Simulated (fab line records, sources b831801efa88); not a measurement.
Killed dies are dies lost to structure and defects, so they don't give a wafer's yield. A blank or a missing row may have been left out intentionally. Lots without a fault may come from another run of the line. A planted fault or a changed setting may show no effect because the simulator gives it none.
A lot that was struck, set against a sound lot / flow sky130 / 15 out of 708 route steps
Sound: wafers L458.1, L458.5, L458.6. Struck: wafer L469.5. (L469.1, L469.3 of the same lot were not struck and are left out.) The cause comes at the end.
For every step that has rows: the tool of each side, followed by ch and its chambers, followed by its first start. Under that, the readings that differ: sound wafers / struck wafers / difference of the means / sigmas: that difference in standard deviations of wafers without a fault.
alike: words and numbers the same on both sides, and readings whose means are apart by under 2 such deviations; not compared: readings that were withheld, readings missing a value for some wafer, numbers with overlapping values and no deviation given by the record, and bounds like >300 which may hide the same value.
Wherever a step has rows on one side only, a row that says differs or no value, or a row with sigmas, the two part there. When numbers do not overlap yet have no deviation, they are printed without sigmas and do not part them. A reading that every wafer of one side lacks parts them only if that side has two wafers or more.

SKY_VIA3_STRIP_16: strips in O2/N2.
  sound on plasma_asher-01 ch 0,1, day 39 12:20; struck on plasma_asher-02 ch 0, day 43 03:16
reading=oes_product_au (a.u.); sound=0.403 0.407 0.404; struck=0.396; difference=-0.009; sigmas=-2
  alike: chamber_pressure_mTorr, drypump_motor_current_A, strip_time_to_endpoint_s
  not compared: rf_hours_counter_h
then, 4 steps without rows for these wafers: SKY_VIA3_STRIP_17 (strips in post etch residue remover, time 1200 s); SKY_VIA3_CLEAN_18 (cleans in IPA, time 180 s); SKY_VIA3_CLEAN_19 (cleans in O3/DIW); SKY_VIA3_SPUTTER_20 (material TiN, target thk 20 nm, time 80 s).
SKY_VIA3_CVD_21: deposits W, target thk 390 nm, time 117.31 s.
  sound on cvd_w-01 ch 0,1, day 39 12:59; struck on cvd_w-02 ch 1, day 43 03:55
  alike: heater_power_outer_w, heater_power_w
SKY_VIA3_RS_MEAS_22: a four-point-probe measurement.
  sound on film_metro-03 at day 39 13:07; struck on film_metro-03 at day 43 04:02
  alike: VIA3_W_RS
SKY_VIA3_THK_MEAS_23: measures by xrf.
  sound on film_metro-03 at day 39 13:14; struck on film_metro-03 at day 43 04:10
  alike: VIA3_W_THK
then, 1 step without rows for these wafers: SKY_VIA3_CMP_24 (polishes, stops on SiO2, t overpolish 18.53 s, target thk 0 nm).
SKY_METAL4_SPUTTER_00: material Ti, target thk 15 nm, time 10 s.
  sound on pvd_sputter-03 at day 39 13:36; struck on pvd_sputter-04 at day 43 04:31
  alike: throttle_valve_pct
then, 1 step without rows for these wafers: SKY_METAL4_SPUTTER_01 (material TiN, target thk 20 nm, time 16.7 s).
SKY_METAL4_SPUTTER_02: material AlCu, target thk 735 nm, time 39.1 s.
  sound on pvd_sputter-03 at day 39 13:38; struck on pvd_sputter-04 at day 43 04:34
  alike: throttle_valve_pct
SKY_METAL4_SPUTTER_03: material Ti, target thk 5 nm, time 3.3 s.
  sound on pvd_sputter-03 at day 39 13:41; struck on pvd_sputter-04 at day 43 04:36
reading=model.Ti_of_METAL4_SPUTTER_03.thk_nm (nm); sound=4.8 4.83 4.86; struck=5.193; difference=+0.363; sigmas=
  alike: throttle_valve_pct
SKY_METAL4_SPUTTER_04: material TiN, target thk 70 nm, time 58.3 s.
  sound on pvd_sputter-03 at day 39 13:42; struck on pvd_sputter-04 at day 43 04:37
  alike: throttle_valve_pct
SKY_PAD_OPEN_PROBE_99:
  the record has rows for the sound wafers here (prober-01, day 45 14:42) and none for the struck ones

WHERE THEY PART
At SKY_VIA3_STRIP_16 first; at SKY_PAD_OPEN_PROBE_99 last (within this record only).

WHY: the cause the simulator had injected
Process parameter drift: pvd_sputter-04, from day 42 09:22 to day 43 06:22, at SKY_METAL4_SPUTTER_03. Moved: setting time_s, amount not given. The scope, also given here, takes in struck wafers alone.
